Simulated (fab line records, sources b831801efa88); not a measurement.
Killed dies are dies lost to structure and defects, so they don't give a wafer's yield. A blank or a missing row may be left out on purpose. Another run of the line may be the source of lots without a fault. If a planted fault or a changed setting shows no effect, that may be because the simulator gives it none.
Struck lot and sound lot, side by side :: flow sky130 :: 16 out of 708 route steps
Sound: these wafers, L301.1, L301.3, L301.4. Struck: wafers L310.3, L310.4, L310.6. Last of all comes the cause.
At each step with rows: each side's tool, then ch and its chambers, then its first start. Under that, the readings that differ: sound wafers :: struck wafers :: difference of the means :: sigmas: that difference in standard deviations of wafers without a fault.
alike: a reading whose means differ by less than 2 such deviations, as well as words and numbers matching on both sides. not compared: withheld readings; readings where some wafer has no value; bounds like >300 that might hide an equal value; numbers whose values overlap and for which the record gives no deviation.
The two part at a step that has a row with sigmas, a row that says differs or no value, or rows on one side only. When numbers do not overlap yet have no deviation, they are printed without sigmas and do not part them. Lack of a reading on every wafer of one side parts them only where that side has two or more wafers.

first, 1 step without rows for these wafers: SKY_VT_ADJUST_NCORE_DEVELOP_06 (develop time 60 s).
SKY_VT_ADJUST_NCORE_CD_MEAS_07: the cd target is 380 nm.
  sound on cd-sem-01, day 8 22:34; struck on cd-sem-01, day 11 08:54
  alike: cd-nm
SKY_VT_ADJUST_NCORE_OVL_MEAS_08:
  sound on overlay-01, day 8 22:41; struck on overlay-01, day 11 08:59
  alike: VT_ADJUST_NCORE_OVL
then, 1 step without rows for these wafers: SKY_VT_ADJUST_NCORE_IMPLANT_09.
SKY_VT_ADJUST_NCORE_STRIP_10: strips in O2/N2.
  sound on plasma-asher-02 ch 0,1, day 8 22:52; struck on plasma-asher-02 ch 0,1, day 11 09:12
  alike: chamber-pressure-mTorr, drypump-motor-current-A, n2-flow-sccm, oes-product-au, strip-time-to-endpoint-s
  not compared: rf-hours-counter-h
SKY_VT_ADJUST_NCORE_TW_MEAS_11:
  sound on film-metro-02, day 8 22:58; struck on film-metro-01, day 11 09:17
reading: VT_ADJUST_NCORE_TW
sound: 216.8 216.9 216.5
struck: 221.2 222.2 220.4
difference: +4.5
sigmas: +3
then, 6 steps without rows for these wafers: SKY_VT_ADJUST_HVTR_DEHYDRATE_00 (time 60 s); SKY_VT_ADJUST_HVTR_HMDS_01 (prime time 60 s); SKY_VT_ADJUST_HVTR_COAT_02 (resist thk 1140 nm); SKY_VT_ADJUST_HVTR_SOFTBAKE_03 (time 60 s); SKY_VT_ADJUST_HVTR_EXPOSE_04 (exposes mask HVTRM, target cd 380 nm); SKY_VT_ADJUST_HVTR_PEB_05.
SKY_VT_ADJUST_HVTR_DEVELOP_06: develop time 60 s.
  sound on litho-track-03 ch 0, day 9 19:53; struck on litho-track-03 ch 0, day 12 08:38
SKY_VT_ADJUST_HVTR_CD_MEAS_07: the cd target is 380 nm.
  sound on cd-sem-02, day 9 20:02; struck on cd-sem-01, day 12 08:46
reading: cd-nm (nm)
sound: 381.1 381.3 383.2
struck: 281.2 280.4 278.4
difference: -101.9
sigmas: -49
SKY_VT_ADJUST_HVTR_OVL_MEAS_08:
  sound on overlay-01, day 9 20:09; struck on overlay-02, day 12 08:52
  alike: VT_ADJUST_HVTR_OVL
SKY_PAD_OPEN_PROBE_99:
  sound wafers here have rows in the record (prober-01, day 45 19:35); struck ones have none

== WHERE THEY PART ==
First at SKY_VT_ADJUST_NCORE_TW_MEAS_11; last, within this record, at SKY_PAD_OPEN_PROBE_99.

WHY: the cause the simulator had injected
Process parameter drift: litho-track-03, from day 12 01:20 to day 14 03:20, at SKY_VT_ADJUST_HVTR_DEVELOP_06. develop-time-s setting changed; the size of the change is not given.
